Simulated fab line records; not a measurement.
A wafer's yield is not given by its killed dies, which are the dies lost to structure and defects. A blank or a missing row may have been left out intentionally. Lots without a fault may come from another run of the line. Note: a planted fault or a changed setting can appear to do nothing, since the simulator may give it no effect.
A lot that was struck, set against a sound lot / flow sky130 / 15 out of 708 route steps
Sound: wafers L787.1, L787.5, L787.6. Struck: wafer L779.1 (left out: L779.2, L779.4 of the same lot, which were not struck); the cause appears at the end.
For every step that has rows: the tool of each side, followed by ch and its chambers, followed by its first start. Under that, the readings that differ: sound wafers / struck wafers / difference of the means / sigmas: that difference in standard deviations of wafers without a fault.
alike: readings with means less than 2 such deviations apart, plus words and numbers identical on both sides. not compared: withheld readings, readings lacking a value on some wafer, bounds such as >300 that could conceal the same value, and numbers that have no deviation in the record and whose values overlap.
The two part at a step that has a row with sigmas, a row that says differs or no value, or rows on one side only. When numbers do not overlap yet have no deviation, they are printed without sigmas and do not part them. A reading missing from all wafers of one side parts the sides only when that side holds two or more wafers.

SKY_VIA3_ETCH_14: etches BARC in N2/H2, stops on SiO2, time 45.9 s, target depth 60 nm.
  sound on rieDiel-03 ch 0,1,3, day 44 10:08; struck on rieDiel-03 ch 2, day 42 04:46
  alike: chamberPressureMTorr, drypumpMotorCurrentA, oesProductAu, throttleValvePct
  not compared: rfHoursCounterH
then, 5 steps without rows for these wafers: SKY_VIA3_ETCH_15 (etches SiO2 in C4F8/O2/Ar, stops on TiN, target depth 507 nm, time 78 s); SKY_VIA3_STRIP_16 (strips in O2/N2); SKY_VIA3_STRIP_17 (strips in post etch residue remover, time 1200 s); SKY_VIA3_CLEAN_18 (cleans in IPA, time 180 s); SKY_VIA3_CLEAN_19 (cleans in O3/DIW).
SKY_VIA3_SPUTTER_20: material TiN, target thk 20 nm, time 80 s.
  sound: pvdSputter-04 at day 44 10:51; struck: pvdSputter-02 at day 42 05:28
  alike: cathodeDcPowerW, throttleValvePct
then, 1 step without rows for these wafers: SKY_VIA3_CVD_21 (deposits W, target thk 390 nm, time 117.31 s).
SKY_VIA3_RS_MEAS_22: the measuring method here is four-point-probe.
  sound: filmMetro-04 at day 44 11:02; struck: filmMetro-01 at day 42 05:39
  alike: VIA3_W_RS
SKY_VIA3_THK_MEAS_23: measures by xrf.
  sound: filmMetro-04 at day 44 11:10; struck: filmMetro-01 at day 42 05:46
reading=VIA3_W_THK (nm); sound=382 385 384; struck=402; difference=+18; sigmas=+2
SKY_VIA3_CMP_24: polishes, stops on SiO2, t overpolish 20 s, target thk 0 nm.
  sound on cmp-01 ch 0,1,3, day 44 11:22; struck on cmp-02 ch 2, day 42 05:53
  alike: motorCurrentA, overpolishRunS, retainingRingPressureFrac, timeToEndpointS
SKY_METAL4_SPUTTER_00: material Ti, target thk 15 nm, time 10 s.
  sound: pvdSputter-01 at day 44 11:31; struck: pvdSputter-03 at day 42 06:08
  alike: cathodeDcPowerW, throttleValvePct
SKY_METAL4_SPUTTER_01: material TiN, target thk 20 nm, time 16.7 s.
  sound: pvdSputter-01 at day 44 11:32; struck: pvdSputter-03 at day 42 06:09
reading=model.TiN_of_METAL4_SPUTTER_01.thkNm (nm); sound=20.33 20.4 20.61; struck=11.57; difference=-8.88; sigmas=
  alike: cathodeDcPowerW, throttleValvePct
SKY_METAL4_SPUTTER_02: material AlCu, target thk 735 nm, time 39.1 s.
  sound: pvdSputter-01 at day 44 11:34; struck: pvdSputter-03 at day 42 06:10
  alike: cathodeDcPowerW, throttleValvePct
SKY_PAD_OPEN_PROBE_99:
  rows exist in the record for the sound wafers here (prober-02, day 49 16:03), none for the struck ones

## WHERE THEY PART
Earliest at SKY_VIA3_THK_MEAS_23; latest, in this record, at SKY_PAD_OPEN_PROBE_99.

WHY: the cause the simulator had injected
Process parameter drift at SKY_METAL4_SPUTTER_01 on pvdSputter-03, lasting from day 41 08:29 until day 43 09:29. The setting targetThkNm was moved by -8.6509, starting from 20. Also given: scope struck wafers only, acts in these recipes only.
